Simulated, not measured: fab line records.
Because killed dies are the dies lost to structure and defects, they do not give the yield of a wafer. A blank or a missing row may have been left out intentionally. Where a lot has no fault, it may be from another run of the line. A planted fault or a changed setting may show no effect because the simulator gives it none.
Which tool did it? ; flow gf180mcu ; 36 wafers from 12 lots sampled at 6 of the route's 602 steps

WHAT THE GAUGES READ, wafer by wafer
GF_STI_THK_MEAS_04. Usual: for STI_CVD_03_THK the level is 206.7 nm and the standard deviation is 2.
lot;measured;on;STI_CVD_03_THK (nm);flag
L880;day 1 23:34;film_metro-03;205.0 205.0 207.2;
L882;day 2 10:03;film_metro-04;204.5 205.2 203.0;
L883;day 2 14:35;film_metro-04;206.1 207.8 208.5;
L884;day 2 19:35;film_metro-03;206.4 205.6 206.4;
L885;day 3 00:38;film_metro-03;207.1 207.0 208.4;
L892;day 4 12:13;film_metro-02;207.9 206.9 206.9;
L893;day 4 17:10;film_metro-04;204.3 205.4 205.0;
L894;day 4 21:42;film_metro-02;204.8 202.7 204.8;
L897;day 5 14:04;film_metro-04;204.6 205.0 203.9;
L898;day 5 17:35;film_metro-03;206.9 207.9 206.9;
L900;day 6 03:34;film_metro-02;207.0 207.9 206.3;
L901;day 6 08:34;film_metro-03;205.0 206.4 206.5;

GF_HV_LDD_TW_MEAS_11. Usual: for HV_LDD_TW the level is 2383 and the standard deviation is 22.
lot;measured;on;HV_LDD_TW;flag
L880;day 10 18:51;film_metro-03;2359 2343 2352;
L882;day 11 09:13;film_metro-01;1822 1807 1820;OFF
L883;day 11 17:26;film_metro-04;1817 1810 1823;OFF
L884;day 11 20:58;film_metro-01;1800 1809 1814;OFF
L885;day 12 00:58;film_metro-03;2359 2357 2359;
L892;day 14 07:24;film_metro-01;2385 2394 2398;
L893;day 14 13:17;film_metro-04;2412 2434 2413;
L894;day 14 20:28;film_metro-03;2344 2349 2351;
L897;day 15 23:44;film_metro-04;2399 2415 2398;
L898;day 16 03:37;film_metro-04;2405 2428 2414;
L900;day 16 17:32;film_metro-01;2396 2390 2390;
L901;day 17 02:44;film_metro-03;2363 2349 2333;

GF_HV_LDD_RS_MEAS_53: a four-point-probe measurement. Usual: for HV_LDD_RS the level is 418.4 ohm/sq and the standard deviation is 1.1.
lot;measured;on;HV_LDD_RS (ohm/sq);flag
L880;day 13 05:01;film_metro-03;418.1 417.5 417.9;
L882;day 13 22:04;film_metro-01;587.0 588.1 586.2;OFF
L883;day 14 06:04;film_metro-01;588.8 589.9 587.5;OFF
L884;day 14 10:09;film_metro-04;590.9 588.1 587.8;OFF
L885;day 14 15:53;film_metro-04;417.7 417.6 419.5;
L892;day 17 02:26;film_metro-03;419.3 418.1 419.0;
L893;day 17 08:49;film_metro-03;416.5 416.6 415.8;
L894;day 17 16:25;film_metro-03;418.2 418.3 418.1;
L897;day 18 21:58;film_metro-03;417.4 418.2 418.1;
L898;day 19 02:12;film_metro-04;418.2 417.9 418.0;
L900;day 19 17:15;film_metro-01;418.4 418.3 417.4;
L901;day 20 03:34;film_metro-01;418.1 418.8 418.2;

GF_V1_OVL_MEAS_15. Usual: for V1_OVL the level is -2 nm and the standard deviation is 5.5.
lot;measured;on;V1_OVL (nm);flag
L880;day 19 02:35;overlay-01;-6 -10 -6;
L882;day 19 20:53;overlay-02;3 4 4;
L883;day 20 07:06;overlay-01;-10 -10 -9;
L884;day 20 13:42;overlay-02;-3 -1 1;
L885;day 20 18:39;overlay-02;-7 -11 -12;
L892;day 23 10:31;overlay-01;-1 2 5;
L893;day 23 14:30;overlay-02;-11 -6 -5;
L894;day 23 23:16;overlay-01;-6 -12 0;
L897;day 25 01:44;overlay-02;1 2 4;
L898;day 25 06:10;overlay-01;-4 -10 -13;
L900;day 25 19:35;overlay-02;10 15 4;
L901;day 26 04:23;overlay-02;2 2 2;

WHAT TOOL EACH LOT RAN ON (gives the tool, then ch and the chambers of the sampled wafers, and finally the start)
lot;GF_HV_LDD_IMPLANT_09;GF_V1_CVD_02
L880;implanter-02 ch 0, day 10 18:36;pecvd-01 ch 1,2, day 18 01:56
L882;implanter-04 ch 0, day 11 08:56;pecvd-01 ch 0,1, day 18 20:29
L883;implanter-04 ch 0, day 11 17:13;pecvd-04 ch 0,1, day 19 06:22
L884;implanter-04 ch 0, day 11 20:44;pecvd-02 ch 1,2, day 19 12:44
L885;implanter-01 ch 0, day 12 00:44;pecvd-01 ch 1,2, day 19 18:03
L892;implanter-01 ch 0, day 14 07:11;pecvd-01 ch 0,2, day 22 09:46
L893;implanter-04 ch 0, day 14 13:03;pecvd-02 ch 0,1,2, day 22 14:43
L894;implanter-02 ch 0, day 14 20:13;pecvd-01 ch 0,1, day 23 00:20
L897;implanter-01 ch 0, day 15 23:29;pecvd-02 ch 0,1,2, day 24 03:37
L898;implanter-04 ch 0, day 16 03:25;pecvd-04 ch 0,1,2, day 24 08:00
L900;implanter-04 ch 0, day 16 17:17;pecvd-01 ch 0,1,2, day 24 21:39
L901;implanter-04 ch 0, day 17 02:29;pecvd-04 ch 0,1,2, day 25 06:32
- GF_HV_LDD_IMPLANT_09
- GF_V1_CVD_02: deposits SiO2 from TEOS, target thk 850 nm, time 94.851 s.

AS READ BY THE TOOLS THEMSELVES (means over the sampled wafers that have a number; for cases with no such wafer, the mark the record gives instead)
GF_HV_LDD_IMPLANT_09. Usual: dose_ions_cm2 1e+14, standard deviation 1.2e+11; end_station_pressure_torr 5.48e-06 Torr, standard deviation 2.8e-07; faraday_current_uA 565, standard deviation 11; tilt_deg 6.997 degrees, standard deviation 0.02.
lot;tool;dose_ions_cm2;end_station_pressure_torr (Torr);faraday_current_uA;tilt_deg (degrees);flag
L880;implanter-02;1e+14;5.42e-06;567;7.020;
L882;implanter-04;4e+13;5.29e-06;221;7.017;OFF
L883;implanter-04;4e+13;5.15e-06;216;7.004;OFF
L884;implanter-04;4e+13;5.07e-06;220;6.983;OFF
L885;implanter-01;1e+14;5.32e-06;570;6.994;
L892;implanter-01;1e+14;5.61e-06;569;7.016;
L893;implanter-04;1e+14;5.27e-06;560;7.005;
L894;implanter-02;1e+14;5.55e-06;567;6.990;
L897;implanter-01;1e+14;5.67e-06;551;7.008;
L898;implanter-04;1e+14;5.53e-06;560;6.993;
L900;implanter-04;1e+14;5.45e-06;566;7.014;
L901;implanter-04;1e+14;5.67e-06;568;6.985;

GF_V1_CVD_02. Usual: heater_power_w 655 W, standard deviation 110; susceptor_temp_C 399.99 C, standard deviation 0.23.
lot;tool;heater_power_w (W);susceptor_temp_C (C);flag
L880;pecvd-01;588;399.90;
L882;pecvd-01;627;400.01;
L883;pecvd-04;757;399.92;
L884;pecvd-02;745;400.17;
L885;pecvd-01;568;400.11;
L892;pecvd-01;572;399.94;
L893;pecvd-02;649;400.21;
L894;pecvd-01;686;400.03;
L897;pecvd-02;634;399.77;
L898;pecvd-04;666;400.11;
L900;pecvd-01;616;399.89;
L901;pecvd-04;726;400.04;

THE ANSWER, worked out from the rows above alone
Rule: a lot counts as off when the mean over its wafers that have a number is more than 3 standard deviations away from the usual mean. Also off: a lot with no number at a reading for which 4 or more lots have one. Any other lot the step has rows for is counted as sound. Order of review: gauges by route order, followed by the tools' own readings, for which a lot's mean as printed above is used. At the first step where some lot is off, the reading lying furthest off is the one used; lots without a number count as furthest.
Off: L882, L883, L884, at GF_HV_LDD_TW_MEAS_11 (HV_LDD_TW).
A tool fits if, at a process step before that reading, it ran every lot that is off, and no sound lot after the first of them. The gauges at GF_HV_LDD_TW_MEAS_11 aren't tried: what is off there is off at GF_HV_LDD_IMPLANT_09 too, on other tools, and a gauge's error can't cause that. Not one of the candidates tried fits.

WHAT HAD BEEN PUT IN BY THE SIMULATOR
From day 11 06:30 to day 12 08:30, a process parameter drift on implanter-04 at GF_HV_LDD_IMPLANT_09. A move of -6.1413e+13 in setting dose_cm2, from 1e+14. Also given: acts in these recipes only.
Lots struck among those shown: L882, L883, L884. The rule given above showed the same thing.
